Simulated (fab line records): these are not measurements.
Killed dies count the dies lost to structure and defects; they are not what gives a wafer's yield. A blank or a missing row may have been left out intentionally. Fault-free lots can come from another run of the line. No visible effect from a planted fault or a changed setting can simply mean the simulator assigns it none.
Problem report, 8D (eight disciplines) form, completed by code :: flow sky130 :: the parts of the form that need people (team, actions taken, sign-off) are left out

1. WHAT IS WRONG
METAL5_ALCU_RS at SKY_METAL5_RS_MEAS_05 reads a mean of 0.0317 ohm/sq on 1 wafer of 1 lot; wafers without a fault read 0.0271 ohm/sq with a standard deviation of 0.00026. Relative to the usual mean, that is a shift of +18 standard deviations.
The step: measures by four-point-probe.
First seen on wafer L847.2, day 46 21:24, on film metro-04. The record has a number at this step for 27 wafers belonging to 9 lots. Rule for "out", or "out of limits": more than 4 standard deviations from the usual mean. The other wafers with a number count as sound.

2. WHAT IT IS, WHAT IT ISN'T
question: which readings at this step
is: METAL5_ALCU_RS
is not: -

question: which lots
is: L847
is not: L836, L837, L838, L839, L844, L845, L848, L849

question: which wafers of those lots
is: L847.2
is not: L847.5, L847.6

question: read on which gauges
is: film metro-04
is not: film metro-02, film metro-03

question: when
is: from day 46 21:24
is not: up to then (23 sound wafers); but 3 sound wafers of L849 came after

3. WHAT RULES OUT EACH SUSPECT
Counting: if a tool at a process step up to the reading ran every lot that is out, it stays a suspect. Sound lots after the first of them don't rule it out here, since some wafers of a struck lot are sound.
- ruled out: the gauge at SKY_METAL5_RS_MEAS_05. All the wafers that are out were read on film metro-04, but those of them that SKY_METAL5_METAL_ETCH_15 has rows for are out there too, on other tools.
- rie diel-04 at SKY_VIA1_ETCH_14 (etches BARC in N2/H2, stops on SiO2, time 45.9 s, target depth 60 nm): kept. The lot that is out, L847, ran on it at day 38 16:38; the last sound lot it ran before that was L848, at day 38 13:46.
- rie metal-03 at SKY_METAL2_DESCUM_17 (chemistry O2, time 8 s): kept. It ran the lot that is out, L847 (day 39 18:19).
- rie diel-03 at SKY_VIA2_ETCH_15 (etches SiO2 in C4F8/O2/Ar, stops on TiN, target depth 546 nm, time 84 s): kept. It ran the lot that is out, L847 (day 40 20:12).
- pvd sputter-01 at SKY_METAL5_SPUTTER_02 (material AlCu, target thk 1150 nm, time 61.2 s): kept. The lot that is out, L847, ran on it at day 46 21:16; the last sound lot it ran before that was L845, at day 46 08:16.
- Within rie diel-04 at SKY_VIA1_ETCH_14: the wafers that are out ran in chamber 2; their sound lot-mates ran in chambers 0, 1.
Left after counting: rie diel-04 at SKY_VIA1_ETCH_14, rie metal-03 at SKY_METAL2_DESCUM_17, rie diel-03 at SKY_VIA2_ETCH_15, pvd sputter-01 at SKY_METAL5_SPUTTER_02.

4. THE CAUSE (what the simulator had put in)
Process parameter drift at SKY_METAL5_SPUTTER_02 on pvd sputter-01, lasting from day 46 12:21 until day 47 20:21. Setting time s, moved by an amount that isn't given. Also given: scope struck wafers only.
After counting, 4 suspects remain, this tool included.

5. THE EFFECT CHAIN, in route order
Each row: a reading where the mean over the struck wafers with a number is more than 3 standard deviations away from the usual. Only readings whose record carries a usual standard deviation are examined. hours: median over the lots of the time between each lot's start at the first step of this table that gives one and its start at this step. sigmas: the change, counted in usual standard deviations.
hours: 0
step: SKY_METAL5_RS_MEAS_05
reading: METAL5_ALCU_RS
usual: 0.0271 ohm/sq
on struck wafers: 0.0317
change: +0.0046
sigmas: +18

hours: 0
step: SKY_METAL5_THK_MEAS_06
reading: METAL5_ALCU_THK
usual: 1153 nm
on struck wafers: 993
change: -160
sigmas: -12

hours: 21
step: SKY_METAL5_METAL_ETCH_15
reading: oes product au
usual: 0.894 a.u.
on struck wafers: 0.836
change: -0.058
sigmas: -11
The process steps in it:
- SKY_METAL5_METAL_ETCH_15: etches the open film in Cl2/BCl3, stops on SiO2, target depth 1260 nm, time 252 s.

6. WHAT WOULD HAVE CAUGHT IT SOONER
9 hours passed between the start of the fault at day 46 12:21 and the first reading out of limits at a measuring or inspecting step in this record, taken at day 46 21:24.
An alarm limit of 4 standard deviations would not have fired on the tool readings at SKY_METAL5_SPUTTER_02 for which the record gives a usual standard deviation, since none of them was out on any struck wafer.
Lots out: 1; all had begun SKY_METAL5_SPUTTER_02 on pvd sputter-01 by day 46 21:24. A hold on the tool at that time would have spared none of them.
